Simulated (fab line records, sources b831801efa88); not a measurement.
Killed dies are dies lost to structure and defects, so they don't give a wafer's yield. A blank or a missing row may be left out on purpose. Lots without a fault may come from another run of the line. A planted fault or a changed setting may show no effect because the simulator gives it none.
fab line records | flow gf180mcu
record lots=24 wafers=72 last_day=34
route steps=602 shown V1@352 M2@378 V2@383 M3@415
lots that met no fault: from a run of the same line without faults
start_h: hours from the record's first day to the start of the lot's first wafer shown | wait_h: hours since the lot's step before | " the same as in the row above | L1.1+2: a row that stands for several wafers | - no value, or no start given | * or withheld: withheld | < > ~ a bound
route shown NAME@n: a module of which the file shows steps, and the number in the route of the first | usual: mean/standard deviation of fault-free wafers | same: alike in all rows | chamber/n: place in a boat | sites: the reading at each site | _std_site: their standard deviation | _edge_site: outer sites' mean less inner sites' | radius_mm: how far each site lies from the wafer's centre | mask NAME#n: copy n | behind: the tool/chamber that last shaped the wafer | hold: why the lot was held/for how many hours/how that ended | device: the transistor (n, p or np) that didn't switch | end of line: the same wafers' tests at the end of the route | a step without rows: its recipe alone | killed: dies lost to structure and defects at the first sort, not the wafer's yield | map: a wafer's dies, x killed, . not, _ none there
set.NAME: the setting as run; set.NAME@STEP: as run at that earlier step | model.NAME: the simulator's own value behind a step, which no gauge read
steps of the route over a sample of lots; a table a step, a row a wafer
services: from which hour (start_h, from the record's first day; less than 0 if before it) a tool's chamber was out of use, for how many hours, and why
## steps
# step GF_V1_ETCH_17
# recipe chemistry=C4F8/O2/Ar mask_material=KrF target=SiO2 stop_on=TiN source_w=1500 bias_w=1200 pressure_mtorr=40 c4f8_flow_sccm=withheld O2_flow_sccm=6 Ar_flow_sccm=300 time_s=withheld target_depth_a=6300
# usual oes_product_au=0.856/0.0046
# columns lot.wafer tool chamber start_h wait_h oes_product_au
L074.3 rie_diel-04 3 - - 0.848
L074.4 " 0 " " 0.853
L074.6 " 3 " " 0.844
L075.3 rie_diel-03 3 - - 0.853
L075.4 " 3 " " 0.857
L075.5 " 1 " " 0.853
L076.1 rie_diel-03 3 - - 0.847
L076.3 " 1 " " 0.853
L076.4 " 2 " " 0.860
L077.1 rie_diel-03 2 - - 0.859
L077.3 " 1 " " 0.853
L077.6 " 0 " " 0.851
L078.2 rie_diel-01 1 - - 0.856
L078.3 " 0 " " 0.853
L078.4 " 3 " " 0.849
L079.3 rie_diel-04 0 - - 0.850
L079.5 " 3 " " 0.853
L079.6 " 2 " " 0.857
L080.1 rie_diel-01 2 - - 0.850
L080.2 " 3 " " 0.848
L080.3 " 1 " " 0.857
L081.3 rie_diel-01 2 - - 0.855
L081.4 " 3 " " 0.853
L081.6 " 3 " " 0.859
L082.1 rie_diel-01 2 - - 0.853
L082.2 " 3 " " 0.860
L082.3 " 1 " " 0.855
L083.3 rie_diel-03 2 - - 0.862
L083.5 " 1 " " 0.861
L083.6 " 0 " " 0.866
L084.4 rie_diel-01 1 - - 0.860
L084.5 " 2 " " 0.847
L084.6 " 1 " " 0.864
L085.1 rie_diel-01 3 - - 0.861
L085.4 " 1 " " 0.853
L085.6 " 1 " " 0.849
L086.1 rie_diel-03 3 - - 0.856
L086.4 " 0 " " 0.850
L086.5 " 0 " " 0.859
L087.2 rie_diel-04 1 - - 0.852
L087.3 " 3 " " 0.853
L087.6 " 1 " " 0.860
L088.3 rie_diel-01 3 - - 0.848
L088.4 " 1 " " 0.861
L088.6 " 2 " " 0.853
L089.2 rie_diel-01 1 - - 0.852
L089.5 " 0 " " 0.858
L089.6 " 1 " " 0.855
L090.1 rie_diel-04 1 - - 0.860
L090.2 " 2 " " 0.849
L090.5 " 3 " " 0.855
L091.4 rie_diel-03 0 - - 0.856
L091.5 " 3 " " 0.852
L091.6 " 2 " " 0.857
L092.1 rie_diel-04 3 - - 0.859
L092.2 " 0 " " 0.857
L092.5 " 2 " " 0.858
L093.3 rie_diel-03 2 - - 0.856
L093.4 " 0 " " 0.851
L093.6 " 2 " " 0.855
L094.3 rie_diel-01 1 - - 0.853
L094.4 " 3 " " 0.860
L094.5 " 2 " " 0.861
L095.2 rie_diel-04 1 - - 0.857
L095.3 " 2 " " 0.855
L095.4 " 3 " " 0.859
L096.2 rie_diel-01 2 - - 0.866
L096.3 " 1 " " 0.861
L096.4 " 0 " " 0.855
L097.1 rie_diel-01 0 - - 0.863
L097.2 " 1 " " 0.854
L097.6 " 0 " " 0.859
# step GF_M2_METAL_ETCH_16
# recipe chemistry=Cl2/BCl3 mask_material=KrF target_depth_nm=627.5 stop_on=SiO2 pressure_mtorr=8 icp_w=800 bias_w=140 Cl2_flow_sccm=80 bcl3_flow_sccm=40 time_s=104.6
# usual drypump_motor_current_A=5.6/0.34 oes_product_au=0.973/0.0059 throttle_valve_pct=28.249/0.011
# columns lot.wafer tool chamber start_h wait_h drypump_motor_current_A oes_product_au rf_hours_counter_h throttle_valve_pct
L074.3 rie_metal-04 1 434.65 0.1 4.9 0.977 - 28.267
L074.4 " 0 " " 5.8 0.970 - 28.249
L074.6 " 0 " " 5.8 0.978 - 28.240
L075.3 rie_metal-02 0 446.85 0.1 6.0 0.978 - 28.229
L075.4 " 1 " " 5.6 0.986 - 28.229
L075.5 " 0 " " 6.0 0.973 - 28.248
L076.1 rie_metal-03 1 454.61 0.0 5.3 0.976 10 28.235
L076.3 " 0 " " 5.6 0.980 - 28.241
L076.4 " 1 " " 5.3 0.974 - 28.247
L077.1 rie_metal-02 1 464.41 0.0 5.6 0.978 8 28.252
L077.3 " 0 " " 6.0 0.979 - 28.261
L077.6 " 0 " " 6.0 0.964 - 28.261
L078.2 rie_metal-04 1 485.61 0.0 4.9 0.966 8 28.262
L078.3 " 1 " " 4.9 0.967 - 28.251
L078.4 " 0 " " 5.8 0.962 - 28.280
L079.3 rie_metal-02 0 491.81 0.1 6.1 0.964 - 28.249
L079.5 " 0 " " 6.1 0.966 - 28.281
L079.6 " 1 " " 5.6 0.964 - 28.254
L080.1 rie_metal-03 1 504.51 0.0 5.3 0.977 12 28.257
L080.2 " 0 " " 5.6 0.983 5 28.227
L080.3 " 0 " " 5.6 0.979 - 28.224
L081.3 rie_metal-04 0 511.97 0.1 5.8 0.972 - 28.251
L081.4 " 1 " " 4.9 0.974 - 28.250
L081.6 " 0 " " 5.8 0.974 - 28.249
L082.1 rie_metal-03 0 514.52 0.0 5.6 0.972 5 28.246
L082.2 " 1 " " 5.3 0.970 12 28.247
L082.3 " 1 " " 5.3 0.978 - 28.246
L083.3 rie_metal-02 0 522.58 0.1 6.0 0.972 - 28.246
L083.5 " 0 " " 6.0 0.977 - 28.257
L083.6 " 0 " " 6.0 0.967 - 28.245
L084.4 rie_metal-02 0 528.85 0.0 6.0 0.974 - 28.235
L084.5 " 1 " " 5.6 0.973 - 28.241
L084.6 " 0 " " 6.0 0.966 - 28.254
L085.1 rie_metal-04 0 542.41 0.0 5.8 0.974 11 28.250
L085.4 " 0 " " 5.8 0.967 - 28.276
L085.6 " 0 " " 5.8 0.974 - 28.258
L086.1 rie_metal-04 0 548.16 0.0 5.8 0.969 11 28.250
L086.4 " 0 " " 5.8 0.977 - 28.247
L086.5 " 0 " " 5.8 0.986 - 28.243
L087.2 rie_metal-02 1 555.05 0.1 5.6 0.972 - 28.255
L087.3 " 1 " " 5.6 0.968 - 28.240
L087.6 " 1 " " 5.6 0.960 - 28.245
L088.3 rie_metal-03 0 567.19 0.1 5.6 0.965 - 28.248
L088.4 " 0 " " 5.6 0.975 - 28.253
L088.6 " 0 " " 5.6 0.975 - 28.265
L089.2 rie_metal-03 0 580.40 0.1 5.6 0.968 - 28.243
L089.5 " 0 " " 5.6 0.981 - 28.245
L089.6 " 0 " " 5.6 0.974 - 28.248
L090.1 rie_metal-04 0 580.96 0.0 5.8 0.966 12 28.261
L090.2 " 1 " " 4.9 0.962 10 28.251
L090.5 " 1 " " 4.9 0.964 - 28.268
L091.4 rie_metal-02 1 587.29 0.0 5.6 0.981 - 28.263
L091.5 " 1 " " 5.6 0.977 - 28.246
L091.6 " 0 " " 6.0 0.970 - 28.267
L092.1 rie_metal-03 0 593.26 0.0 5.6 0.974 9 28.264
L092.2 " 1 " " 5.3 0.972 0 28.251
L092.5 " 1 " " 5.3 0.965 - 28.270
L093.3 rie_metal-03 1 602.09 0.1 5.3 0.985 - 28.230
L093.4 " 0 " " 5.6 0.979 - 28.235
L093.6 " 1 " " 5.3 0.976 - 28.238
L094.3 rie_metal-02 0 606.40 0.1 6.1 0.971 - 28.248
L094.4 " 1 " " 5.6 0.961 - 28.259
L094.5 " 1 " " 5.6 0.974 - 28.244
L095.2 rie_metal-03 0 612.26 0.0 5.6 0.976 9 28.241
L095.3 " 1 " " 5.3 0.975 - 28.262
L095.4 " 0 " " 5.6 0.975 - 28.234
L096.2 rie_metal-04 1 617.46 0.0 4.9 0.973 12 28.261
L096.3 " 1 " " 4.9 0.981 - 28.242
L096.4 " 0 " " 5.7 0.978 - 28.234
L097.1 rie_metal-04 1 624.66 0.0 4.9 0.963 12 28.274
L097.2 " 1 " " 4.9 0.969 - 28.244
L097.6 " 1 " " 4.9 0.966 - 28.246
# step GF_V2_THK_MEAS_01
# recipe reads=SiO2_of_V2_CVD_00
# usual V2_CVD_00_THK=599/6.8
# columns lot.wafer tool chamber start_h wait_h V2_CVD_00_THK[nm]
L074.3 film_metro-04 - 435.35 0.1 597
L074.4 " - " " 600
L074.6 " - " " 606
L075.3 film_metro-03 - 447.55 0.1 597
L075.4 " - " " 598
L075.5 " - " " 595
L076.1 film_metro-02 - 455.39 0.0 597
L076.3 " - " " 594
L076.4 " - " " 600
L077.1 film_metro-04 - 465.13 0.0 605
L077.3 " - " " 600
L077.6 " - " " 607
L078.2 film_metro-04 - 486.34 0.0 594
L078.3 " - " " 596
L078.4 " - " " 613
L079.3 film_metro-03 - 492.51 0.1 595
L079.5 " - " " 601
L079.6 " - " " 594
L080.1 film_metro-04 - 505.26 0.0 599
L080.2 " - " " 612
L080.3 " - " " 603
L081.3 film_metro-03 - 513.10 0.1 604
L081.4 " - " " 591
L081.6 " - " " 606
L082.1 film_metro-02 - 515.30 0.0 606
L082.2 " - " " 601
L082.3 " - " " 589
L083.3 film_metro-02 - 523.37 0.1 594
L083.5 " - " " 596
L083.6 " - " " 588
L084.4 film_metro-03 - 529.56 0.0 604
L084.5 " - " " 599
L084.6 " - " " 597
L085.1 film_metro-04 - 543.28 0.0 602
L085.4 " - " " 603
L085.6 " - " " 608
L086.1 film_metro-03 - 549.02 0.0 603
L086.4 " - " " 600
L086.5 " - " " 599
L087.2 film_metro-03 - 555.96 0.0 593
L087.3 " - " " 596
L087.6 " - " " 595
L088.3 film_metro-04 - 568.01 0.1 596
L088.4 " - " " 596
L088.6 " - " " 590
L089.2 film_metro-02 - 581.23 0.1 599
L089.5 " - " " 589
L089.6 " - " " 596
L090.1 film_metro-02 - 581.69 0.0 616
L090.2 " - " " 598
L090.5 " - " " 620
L091.4 film_metro-04 - 588.12 0.1 600
L091.5 " - " " 594
L091.6 " - " " 590
L092.1 film_metro-03 - 593.97 0.0 599
L092.2 " - " " 590
L092.5 " - " " 589
L093.3 film_metro-04 - 602.79 0.1 594
L093.4 " - " " 597
L093.6 " - " " 599
L094.3 film_metro-04 - 607.10 0.1 605
L094.4 " - " " 608
L094.5 " - " " 599
L095.2 film_metro-03 - 613.33 0.0 607
L095.3 " - " " 610
L095.4 " - " " 609
L096.2 film_metro-04 - 618.19 0.0 609
L096.3 " - " " 606
L096.4 " - " " 600
L097.1 film_metro-04 - 625.49 0.0 583
L097.2 " - " " 586
L097.6 " - " " 594
# step GF_V2_BOW_MEAS_05
# recipe mode=bow
# usual V2_BOW=100/7.1
# columns lot.wafer tool chamber start_h wait_h V2_BOW[um]
L074.3 film_metro-03 - 435.86 0.3 107
L074.4 " - " " 114
L074.6 " - " " 108
L075.3 film_metro-04 - 448.06 0.3 99
L075.4 " - " " 94
L075.5 " - " " 106
L076.1 film_metro-02 - 455.88 0.1 100
L076.3 " - " " 103
L076.4 " - " " 103
L077.1 film_metro-04 - 465.62 0.1 92
L077.3 " - " " 91
L077.6 " - " " 97
L078.2 film_metro-02 - 486.84 0.2 93
L078.3 " - " " 98
L078.4 " - " " 90
L079.3 film_metro-03 - 493.02 0.3 107
L079.5 " - " " 103
L079.6 " - " " 106
L080.1 film_metro-04 - 505.77 0.3 95
L080.2 " - " " 100
L080.3 " - " " 103
L081.3 film_metro-03 - 513.64 0.2 97
L081.4 " - " " 94
L081.6 " - " " 103
L082.1 film_metro-02 - 515.90 0.1 93
L082.2 " - " " 97
L082.3 " - " " 98
L083.3 film_metro-02 - 523.88 0.1 98
L083.5 " - " " 104
L083.6 " - " " 106
L084.4 film_metro-03 - 530.08 0.3 111
L084.5 " - " " 101
L084.6 " - " " 106
L085.1 film_metro-04 - 543.77 0.1 97
L085.4 " - " " 101
L085.6 " - " " 93
L086.1 film_metro-04 - 549.51 0.1 91
L086.4 " - " " 90
L086.5 " - " " 105
L087.2 film_metro-03 - 556.46 0.2 108
L087.3 " - " " 100
L087.6 " - " " 108
L088.3 film_metro-04 - 568.52 0.1 103
L088.4 " - " " 93
L088.6 " - " " 93
L089.2 film_metro-03 - 581.73 0.2 103
L089.5 " - " " 108
L089.6 " - " " 111
L090.1 film_metro-03 - 582.19 0.2 104
L090.2 " - " " 89
L090.5 " - " " 101
L091.4 film_metro-04 - 588.64 0.3 91
L091.5 " - " " 90
L091.6 " - " " 90
L092.1 film_metro-02 - 594.46 0.1 93
L092.2 " - " " 91
L092.5 " - " " 93
L093.3 film_metro-04 - 603.30 0.2 104
L093.4 " - " " 106
L093.6 " - " " 97
L094.3 film_metro-03 - 607.61 0.3 116
L094.4 " - " " 104
L094.5 " - " " 108
L095.2 film_metro-03 - 613.83 0.1 103
L095.3 " - " " 99
L095.4 " - " " 96
L096.2 film_metro-04 - 618.75 0.3 108
L096.3 " - " " 89
L096.4 " - " " 111
L097.1 film_metro-03 - 626.02 0.1 99
L097.2 " - " " 98
L097.6 " - " " 101
# step GF_M3_THK_MEAS_06
# recipe thk_meas_gauge=xrf reads=AlCu_of_M3_SPUTTER_02
# usual M3_ALCU_THK=452/6.9
# columns lot.wafer tool chamber start_h wait_h M3_ALCU_THK[nm]
L074.3 film_metro-03 - 461.51 0.1 459
L074.4 " - " " 461
L074.6 " - " " 457
L075.3 film_metro-02 - 473.75 0.1 450
L075.4 " - " " 445
L075.5 " - " " 452
L076.1 film_metro-02 - 482.39 0.1 459
L076.3 " - " " 453
L076.4 " - " " 446
L077.1 film_metro-02 - 491.51 0.1 448
L077.3 " - " " 447
L077.6 " - " " 446
L078.2 film_metro-03 - 512.56 0.1 467
L078.3 " - " " 463
L078.4 " - " " 452
L079.3 film_metro-01 - 518.47 0.1 453
L079.5 " - " " 454
L079.6 " - " " 456
L080.1 film_metro-02 - 530.92 0.1 447
L080.2 " - " " 449
L080.3 " - " " 454
L081.3 film_metro-03 - 539.61 0.1 458
L081.4 " - " " 453
L081.6 " - " " 457
L082.1 film_metro-02 - 540.72 0.1 448
L082.2 " - " " 458
L082.3 " - " " 451
L083.3 film_metro-03 - 548.45 0.1 450
L083.5 " - " " 449
L083.6 " - " " 452
L084.4 film_metro-03 - 556.24 0.1 448
L084.5 " - " " 459
L084.6 " - " " 453
L085.1 film_metro-02 - 567.70 0.1 441
L085.4 " - " " 442
L085.6 " - " " 436
L086.1 film_metro-02 - 574.18 0.1 443
L086.4 " - " " 445
L086.5 " - " " 441
L087.2 film_metro-03 - 580.02 0.1 451
L087.3 " - " " 452
L087.6 " - " " 452
L088.3 film_metro-02 - 591.72 0.1 455
L088.4 " - " " 449
L088.6 " - " " 452
L089.2 film_metro-03 - 605.59 0.1 462
L089.5 " - " " 450
L089.6 " - " " 460
L090.1 film_metro-01 - 606.18 0.1 445
L090.2 " - " " 443
L090.5 " - " " 442
L091.4 film_metro-01 - 611.44 0.1 453
L091.5 " - " " 448
L091.6 " - " " 451
L092.1 film_metro-01 - 617.79 0.1 447
L092.2 " - " " 459
L092.5 " - " " 456
L093.3 film_metro-01 - 626.14 0.1 453
L093.4 " - " " 458
L093.6 " - " " 454
L094.3 film_metro-01 - 629.87 0.1 438
L094.4 " - " " 445
L094.5 " - " " 444
L095.2 film_metro-02 - 636.26 0.1 449
L095.3 " - " " 446
L095.4 " - " " 451
L096.2 film_metro-03 - 640.98 0.1 464
L096.3 " - " " 468
L096.4 " - " " 465
L097.1 film_metro-03 - 647.77 0.1 465
L097.2 " - " " 462
L097.6 " - " " 461
# step GF_M3_CD_MEAS_14
# recipe target_cd_nm=280
# usual cd_nm=279.9/1.3
# columns lot.wafer tool chamber start_h wait_h cd_nm
L074.3 cd_sem-02 - 484.77 0.1 282.0
L074.4 " - " " 283.0
L074.6 " - " " 284.0
L075.3 cd_sem-02 - 497.75 0.1 279.4
L075.4 " - " " 279.2
L075.5 " - " " 280.3
L076.1 cd_sem-02 - 506.26 0.1 278.6
L076.3 " - " " 279.7
L076.4 " - " " 279.3
L077.1 cd_sem-01 - 515.17 0.2 278.7
L077.3 " - " " 278.2
L077.6 " - " " 278.4
L078.2 cd_sem-02 - 535.50 0.1 281.3
L078.3 " - " " 280.1
L078.4 " - " " 281.4
L079.3 cd_sem-02 - 541.04 0.1 277.2
L079.5 " - " " 277.9
L079.6 " - " " 278.6
L080.1 cd_sem-01 - 556.38 0.1 279.2
L080.2 " - " " 278.8
L080.3 " - " " 279.4
L081.3 cd_sem-01 - 561.99 0.1 280.2
L081.4 " - " " 279.4
L081.6 " - " " 280.0
L082.1 cd_sem-01 - 563.25 0.1 280.9
L082.2 " - " " 279.6
L082.3 " - " " 280.2
L083.3 cd_sem-02 - 570.82 0.1 281.2
L083.5 " - " " 280.7
L083.6 " - " " 281.0
L084.4 cd_sem-01 - 577.12 0.1 280.6
L084.5 " - " " 279.6
L084.6 " - " " 279.4
L085.1 cd_sem-01 - 589.37 0.1 278.3
L085.4 " - " " 278.2
L085.6 " - " " 277.9
L086.1 cd_sem-01 - 595.16 0.1 279.1
L086.4 " - " " 278.9
L086.5 " - " " 280.0
L087.2 cd_sem-02 - 600.29 0.1 280.6
L087.3 " - " " 279.7
L087.6 " - " " 281.9
L088.3 cd_sem-01 - 612.84 0.1 281.6
L088.4 " - " " 280.5
L088.6 " - " " 280.5
L089.2 cd_sem-02 - 625.79 0.1 279.5
L089.5 " - " " 279.8
L089.6 " - " " 279.3
L090.1 cd_sem-01 - 626.12 0.1 277.8
L090.2 " - " " 277.8
L090.5 " - " " 278.1
L091.4 cd_sem-01 - 630.86 0.1 281.7
L091.5 " - " " 280.1
L091.6 " - " " 280.3
L092.1 cd_sem-02 - 638.11 0.1 279.0
L092.2 " - " " 280.0
L092.5 " - " " 279.2
L093.3 cd_sem-02 - 646.65 0.1 280.8
L093.4 " - " " 279.8
L093.6 " - " " 279.7
L094.3 cd_sem-01 - 649.14 0.1 281.7
L094.4 " - " " 281.5
L094.5 " - " " 280.7
L095.2 cd_sem-02 - 655.72 0.1 279.6
L095.3 " - " " 279.4
L095.4 " - " " 279.7
L096.2 cd_sem-02 - 661.17 0.1 279.3
L096.3 " - " " 279.5
L096.4 " - " " 279.9
L097.1 cd_sem-02 - 666.27 0.1 282.2
L097.2 " - " " 282.5
L097.6 " - " " 282.1
## services
# columns tool chamber start_h hours kind
rie_metal-03 - 396.88 26.9 repair
rie_metal-03 - 404.33 0.5 repair
rie_diel-01 1 406.14 10.1 repair
rie_diel-01 - 415.85 2.8 pm
rie_diel-03 0 421.29 8.3 repair
rie_diel-03 3 429.80 70.1 repair
rie_diel-04 2 434.44 2.4 repair
rie_diel-01 1 443.51 5.6 repair
rie_diel-01 3 448.27 5.2 repair
rie_diel-03 2 455.40 10.7 repair
rie_metal-02 - 464.92 14.6 pm
rie_diel-03 1 465.68 6.6 repair
rie_metal-02 1 512.63 11.0 repair
rie_metal-04 1 527.42 28.7 repair
rie_diel-03 3 528.27 15.3 repair
rie_diel-03 - 531.05 2.8 pm
rie_metal-03 1 535.08 22.2 repair
rie_metal-03 - 540.80 2.8 pm
rie_diel-03 2 541.76 1.9 repair
rie_diel-03 1 558.18 121.3 repair
rie_diel-01 1 589.00 1.5 repair
rie_diel-03 0 620.55 4.2 repair
rie_metal-03 - 622.94 0.8 repair
rie_metal-03 - 623.91 1.3 repair
## key
fault none
